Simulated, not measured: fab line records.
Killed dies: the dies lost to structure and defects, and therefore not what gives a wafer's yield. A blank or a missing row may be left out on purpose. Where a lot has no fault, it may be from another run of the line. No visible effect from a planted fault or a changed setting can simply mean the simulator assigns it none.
Chamber matching	flow sky130	SKY_SONOS_ONO_ETCH_15 on rieDiel-02: 4 sister chambers
The step etches the open film in CHF3/O2, target depth 19.52 nm, time 7.8 s. 7 wafers are shown with their chamber, then 7 later ones without.

== WAFERS WITH THEIR CHAMBER ==
wafer	chamber	drypumpMotorCurrentA (A)	oesProductAu (a.u.)
L438.5	0	5.9	1.008
L442.6	3	4.8	0.988
L444.1	2	6.4	1.019
L444.5	2	6.4	1.014
L444.6	1	6.1	1.000
L445.1	1	6.2	0.992
L445.3	3	4.8	0.985

== WAFERS WITH NO CHAMBER GIVEN ==
wafer	drypumpMotorCurrentA (A)	oesProductAu (a.u.)
L445.6	6.3	1.011
L448.2	6.1	0.995
L448.3	4.8	1.001
L448.4	5.9	1.010
L449.1	4.8	1.002
L449.3	5.9	0.998
L449.6	6.1	1.006

== WHICH CHAMBER EACH ONE RAN IN ==
wafer	from the rows above	in truth
L445.6	2	2
L448.2	1	1
L448.3	3	3
L448.4	0	0
L449.1	3	3
L449.3	0	0
L449.6	1	1
7 of 7 placed correctly. Can't be placed from these rows: 0. 0 placed wrongly.
How it was worked out, from the rows above alone: a wafer's distance from a chamber is the root of the sum, over the readings, of the square of ((its reading less the chamber's mean) divided by the reading's scatter). The wafer belongs to the nearest chamber; if the next one is less than 2 further off, it can't be placed. Each chamber's mean is taken over the wafers shown for it. The scatter is the square root of a quotient: the sum, over the shown wafers, of each reading's squared deviation from its chamber's mean, divided by wafers minus chambers.
